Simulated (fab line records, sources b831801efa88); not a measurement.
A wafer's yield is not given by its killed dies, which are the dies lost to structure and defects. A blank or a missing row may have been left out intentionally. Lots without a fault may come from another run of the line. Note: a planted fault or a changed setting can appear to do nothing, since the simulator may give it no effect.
What tool caused it?    flow gf180mcu    14 lots with 42 wafers sampled at 5 steps, on a route of 602 steps

## WHAT THE GAUGES READ, wafer by wafer
GF_POLY_GATE_THK_MEAS_17.
lot   measured      on            POLY_GATE_OXIDATION_THK (nm)
L529  day 9 12:07   filmMetro-03  3.92 4.01 4.01
L531  day 9 20:46   filmMetro-01  3.93 3.86 3.75
L533  day 10 11:20  filmMetro-01  3.98 3.94 3.98
L534  day 10 19:35  filmMetro-02  3.94 4.03 3.89
L535  day 11 08:35  filmMetro-03  3.88 3.90 4.01
L536  day 11 08:35  filmMetro-02  4.14 4.13 4.11
L537  day 11 15:38  filmMetro-02  3.99 4.04 4.00
L538  day 11 17:47  filmMetro-02  4.18 4.15 4.07
L539  day 12 03:45  filmMetro-02  3.86 3.88 3.90
L540  day 12 11:51  filmMetro-02  3.99 4.01 4.01
L544  day 13 17:31  filmMetro-01  3.85 3.82 3.81
L547  day 14 13:58  filmMetro-03  3.90 3.88 4.00
L551  day 16 00:46  filmMetro-02  4.04 4.03 3.98
L552  day 16 02:16  filmMetro-02  4.02 3.99 4.07

GF_HV_LDD_TW_MEAS_23.
lot   measured      on            HV_LDD_2_TW
L529  day 11 00:39  filmMetro-01  1043 1052 1047
L531  day 11 07:20  filmMetro-04  1069 1064 1061
L533  day 11 23:28  filmMetro-01  1055 1050 1050
L534  day 12 07:44  filmMetro-03  1047 1051 1049
L535  day 13 00:17  filmMetro-01  1051 1052 1045
L536  day 13 00:00  filmMetro-04  1068 1066 1069
L537  day 13 07:26  filmMetro-03  1041 1043 1046
L538  day 13 09:19  filmMetro-03  1046 1046 1044
L539  day 13 21:14  filmMetro-01  1049 1044 1047
L540  day 14 04:51  filmMetro-04  1065 1073 1064
L544  day 15 12:07  filmMetro-03  1301 1302 1307
L547  day 16 09:44  filmMetro-04  1335 1334 1329
L551  day 17 23:14  filmMetro-01  1316 1308 1310
L552  day 18 01:04  filmMetro-01  1056 1050 1046

GF_HV_LDD_OVL_MEAS_47.
lot   measured      on          HV_LDD_03_OVL (nm)
L529  day 12 14:28  overlay-02  -0.7 -0.8 0.9
L531  day 12 22:46  overlay-01  -0.9 -2.5 -3.9
L533  day 13 16:53  overlay-02  -0.1 -0.2 0.4
L534  day 14 00:35  overlay-02  -0.1 -2.4 -1.4
L535  day 14 18:57  overlay-02  1.4 3.2 2.7
L536  day 14 17:35  overlay-02  -2.6 -1.4 -0.7
L537  day 15 01:17  overlay-02  1.2 -2.2 2.6
L538  day 15 02:09  overlay-01  -1.4 -1.5 0.0
L539  day 15 15:35  overlay-01  -0.4 -0.3 -2.2
L540  day 16 00:06  overlay-01  1.0 1.0 -1.0
L544  day 17 08:25  overlay-01  -0.6 0.3 -1.5
L547  day 18 07:33  overlay-01  0.0 1.8 0.4
L551  day 20 00:33  overlay-02  2.0 2.5 0.7
L552  day 20 02:47  overlay-01  -0.5 1.9 0.8

## EACH LOT AND THE TOOL THAT RAN IT (in order: tool; ch and the chambers of the sampled wafers; start)
lot   GF_VT_IMPLANT_STRIP_20               GF_HV_LDD_IMPLANT_21
L529  plasmaAsher-02 ch 0,1, day 6 08:46   implanter-01 ch 0, day 11 00:25
L531  plasmaAsher-03 ch 0,1, day 6 18:52   implanter-02 ch 0, day 11 07:06
L533  plasmaAsher-02 ch 0,1, day 7 08:17   implanter-01 ch 0, day 11 23:13
L534  plasmaAsher-02 ch 0,1, day 7 14:44   implanter-02 ch 0, day 12 07:29
L535  plasmaAsher-02 ch 0,1, day 8 02:10   implanter-01 ch 0, day 13 00:02
L536  plasmaAsher-02 ch 0,1, day 8 03:32   implanter-01 ch 0, day 12 23:46
L537  plasmaAsher-03 ch 0,1, day 8 10:43   implanter-01 ch 0, day 13 07:11
L538  plasmaAsher-03 ch 0,1, day 8 12:38   implanter-01 ch 0, day 13 09:07
L539  plasmaAsher-03 ch 0,1, day 8 20:08   implanter-01 ch 0, day 13 20:59
L540  plasmaAsher-04 ch 0,1, day 9 03:37   implanter-02 ch 0, day 14 04:38
L544  plasmaAsher-02 ch 0,1, day 10 05:00  implanter-01 ch 0, day 15 11:34
L547  plasmaAsher-03 ch 0,1, day 11 00:07  implanter-01 ch 0, day 16 09:10
L551  plasmaAsher-04 ch 0,1, day 12 00:20  implanter-01 ch 0, day 17 22:41
L552  plasmaAsher-04 ch 0,1, day 12 06:04  implanter-02 ch 0, day 18 00:50
- GF_VT_IMPLANT_STRIP_20: strips in O2/N2.
- GF_HV_LDD_IMPLANT_21

## WHAT THE TOOLS THEMSELVES READ (means of the sampled wafers that have a number; where no wafer has one, the mark that the record gives instead)
GF_VT_IMPLANT_STRIP_20.
lot   tool            drypumpMotorCurrentA (A)  heaterPowerW (W)  o2FlowSccm (sccm)  oesProductAu (a.u.)  stripTimeToEndpointS (s)
L529  plasmaAsher-02  5.6                       373               3001               0.716                12.67
L531  plasmaAsher-03  6.0                       307               3003               0.714                12.60
L533  plasmaAsher-02  5.6                       380               2999               0.715                12.61
L534  plasmaAsher-02  5.1                       371               2993               0.710                12.60
L535  plasmaAsher-02  5.6                       374               3004               0.713                12.66
L536  plasmaAsher-02  5.1                       368               2997               0.717                12.70
L537  plasmaAsher-03  5.9                       309               3004               0.714                12.61
L538  plasmaAsher-03  5.9                       313               2999               0.719                12.70
L539  plasmaAsher-03  6.0                       309               3001               0.713                12.60
L540  plasmaAsher-04  5.5                       290               2996               0.713                12.66
L544  plasmaAsher-02  5.6                       376               2992               0.716                12.61
L547  plasmaAsher-03  6.0                       316               3006               0.718                12.64
L551  plasmaAsher-04  5.2                       311               2999               0.713                12.65
L552  plasmaAsher-04  5.2                       308               3007               0.719                12.61

## THE ANSWER, worked out from the rows above alone
Rule: the usual values come from the lots themselves. The widest of any qualifying gaps counts: lots, ordered by their means at a reading, are off when they make up no more than a third of the lots, leave a main group of 4 or more, and stand apart from it by 3 or more times the standard deviation of that group's means. A main group whose means are all the same, to the digits that the tables above print for the reading, isn't used. A lot without any number at a reading at which 4 lots or more have one is off too. Where the step has rows for the other lots, those lots are counted as sound. Order of review: gauges by route order, followed by the tools' own readings, for which a lot's mean as printed above is used. At the first step where some lot is off, the reading lying furthest off is the one used; lots without a number count as furthest.
Off: L544, L547, L551, seen at GF_HV_LDD_TW_MEAS_23 (HV_LDD_2_TW). The main group: mean 1053, standard deviation 8.6.
If a tool, at a process step before that reading, ran all the lots that are off and no sound lot after the first of them, it fits. Those tools and the gauges at GF_HV_LDD_TW_MEAS_23 are tried in the same way. One candidate fits, namely implanter-01 at GF_HV_LDD_IMPLANT_21. Its last sound lot is L539 (day 13 20:59), its first lot that is off L544 (day 15 11:34): a fault that began between those two fits.

## WHAT THE SIMULATOR HAD PUT IN
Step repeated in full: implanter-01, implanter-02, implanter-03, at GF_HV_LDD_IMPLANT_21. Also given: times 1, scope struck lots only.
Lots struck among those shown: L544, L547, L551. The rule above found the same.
